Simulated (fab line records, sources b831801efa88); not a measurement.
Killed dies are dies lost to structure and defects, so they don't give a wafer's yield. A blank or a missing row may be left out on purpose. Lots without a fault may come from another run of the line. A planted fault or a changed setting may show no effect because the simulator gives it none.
One fault seen from 2 desks | flow gf180mcu | each desk has only its own numbers; what lay behind them comes last

THE TOOL OWNER'S DESK: litho_track-02
The tool's own readings at GF_HV_LDD_DEVELOP_18 (develop time 60 s): means of the sampled wafers that have a number, for each lot that ran on this tool. A lot is out of limits, marked OUT, if its mean lies more than 4 standard deviations from the usual mean; the brackets give that distance.
Columns: A = exhaust_pa at GF_HV_LDD_DEVELOP_18, usual 45.0 Pa
lot  | first seen here | A
L468 | day 11 08:02    | 46.0
L467 | day 11 09:38    | 45.1
L472 | day 11 14:47    | 46.2
L473 | day 11 23:14    | 43.7
L477 | day 12 23:13    | 44.3
L478 | day 13 06:47    | 46.2
L487 | day 16 11:23    | 45.3
This desk's finding: nothing out of limits on any of the 7 lots.

THE METROLOGY DESK
What the gauges read, lot by lot, whatever tool the lot ran on: means of the sampled wafers that have a number. A lot is out of limits, marked OUT, if its mean lies more than 4 standard deviations from the usual mean; the brackets give that distance.
Columns: A = cd_nm at GF_HV_LDD_CD_MEAS_19, usual 399.4 nm; B = V2_W_RS at GF_V2_RS_MEAS_24, usual 0.326 ohm/sq
lot  | first seen here | A                | B
L470 | day 11 07:14    | 399.6            | 0.324
L468 | day 11 08:11    | 401.6            | 0.328
L467 | day 11 09:47    | 398.0            | 0.323
L471 | day 11 13:26    | 399.6            | 0.326
L472 | day 11 14:55    | 397.6            | 0.318
L473 | day 11 23:22    | 401.4            | 0.322
L477 | day 12 23:21    | 391.2 (-4.1) OUT | 0.329
L478 | day 13 06:56    | 390.4 (-4.5) OUT | 0.326
L485 | day 15 17:29    | 402.1            | 0.323
L487 | day 16 11:32    | 398.0            | 0.322
L488 | day 16 18:45    | 400.3            | 0.325
L489 | day 17 05:07    | 397.4            | 0.325
L490 | day 17 11:49    | 400.2            | 0.330
This desk's finding: out of limits on L477, L478; first on L477, day 12 23:21 (cd_nm at GF_HV_LDD_CD_MEAS_19). In limits: L470, L468, L467, L471, L472, L473, L485, L487, L488, L489, L490.

PUT TOGETHER
The metrology desk could have raised an alarm at day 12 23:21, on L477, L478.
The tool owner's desk saw nothing out of limits.
The tool owner's desk has L477, L478 on record, within its limits.
Of the lots named, all ran GF_HV_LDD_DEVELOP_18 on litho_track-02.

WHAT THE SIMULATOR HAD PUT IN
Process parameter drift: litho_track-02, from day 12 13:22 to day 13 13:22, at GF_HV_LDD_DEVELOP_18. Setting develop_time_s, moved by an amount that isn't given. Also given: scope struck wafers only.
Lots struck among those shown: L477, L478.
Hours from the fault's start to each desk's first reading out of limits: the metrology desk, 10.
